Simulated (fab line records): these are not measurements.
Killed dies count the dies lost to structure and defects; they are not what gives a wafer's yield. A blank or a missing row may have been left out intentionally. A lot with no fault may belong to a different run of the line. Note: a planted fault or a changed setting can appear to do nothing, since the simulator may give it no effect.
Matching of chambers    flow sky130    4 sister chambers for SKY_SPACER_ETCHBACK_02 on rieDiel-03
The step etches Si3N4 in CH3F/O2, stops on SiO2, time 46.7 s, target depth 45 nm. 14 wafers are shown with their chamber, then 7 later ones without.

EACH WAFER AND ITS CHAMBER
wafer   chamber  drypumpMotorCurrentA (A)  ch3fFlowSccm (sccm)  oesProductAu (a.u.)
L548.1  1        5.8                       39.83                0.855
L548.3  2        6.1                       40.09                0.863
L548.5  3        4.7                       40.28                0.862
L549.4  2        6.2                       39.95                0.857
L549.5  3        4.7                       40.11                0.859
L549.6  2        6.2                       39.86                0.863
L553.3  1        5.8                       39.92                0.872
L553.4  0        5.5                       39.93                0.869
L553.6  3        4.7                       40.35                0.865
L554.2  2        6.1                       40.00                0.849
L554.3  0        5.5                       39.95                0.858
L554.4  3        4.7                       39.84                0.854
L555.1  1        5.8                       39.79                0.851
L555.5  1        5.8                       39.93                0.845

SIGNATURES (means of the wafers above)
reading               chamber 0  chamber 1  chamber 2  chamber 3  scatter within a chamber
drypumpMotorCurrentA  5.500      5.800      6.150      4.700      0.0316
ch3fFlowSccm          39.9400    39.8675    39.9750    40.1450    0.14
oesProductAu          0.86350    0.85575    0.85800    0.86000    0.00813
Rule: for each reading, subtract the chamber's mean from the wafer's reading, divide by that reading's scatter and square the result; add these up over the readings and take the root, which gives the wafer's distance from the chamber. If the next closest chamber is less than 2 further off than the closest, the wafer can't be placed; otherwise it belongs to the closest. The scatter is the square root of a quotient: the sum, over the shown wafers, of each reading's squared deviation from its chamber's mean, divided by wafers minus chambers.

WAFERS WHOSE CHAMBER IS MISSING
wafer   drypumpMotorCurrentA (A)  ch3fFlowSccm (sccm)  oesProductAu (a.u.)
L555.6  6.1                       40.07                0.853
L558.3  5.5                       40.13                0.857
L558.5  5.8                       40.10                0.861
L558.6  6.1                       40.01                0.859
L571.1  5.8                       39.99                0.853
L571.2  4.7                       39.95                0.857
L571.3  6.1                       40.01                0.834

CHAMBER TAKEN BY EACH
wafer   from the rows above  in truth
L555.6  2                    2
L558.3  0                    0
L558.5  1                    1
L558.6  2                    2
L571.1  1                    1
L571.2  3                    3
L571.3  2                    2
Placed correctly: 7 of 7. From these rows, 0 cannot be placed. 0 placed wrongly.
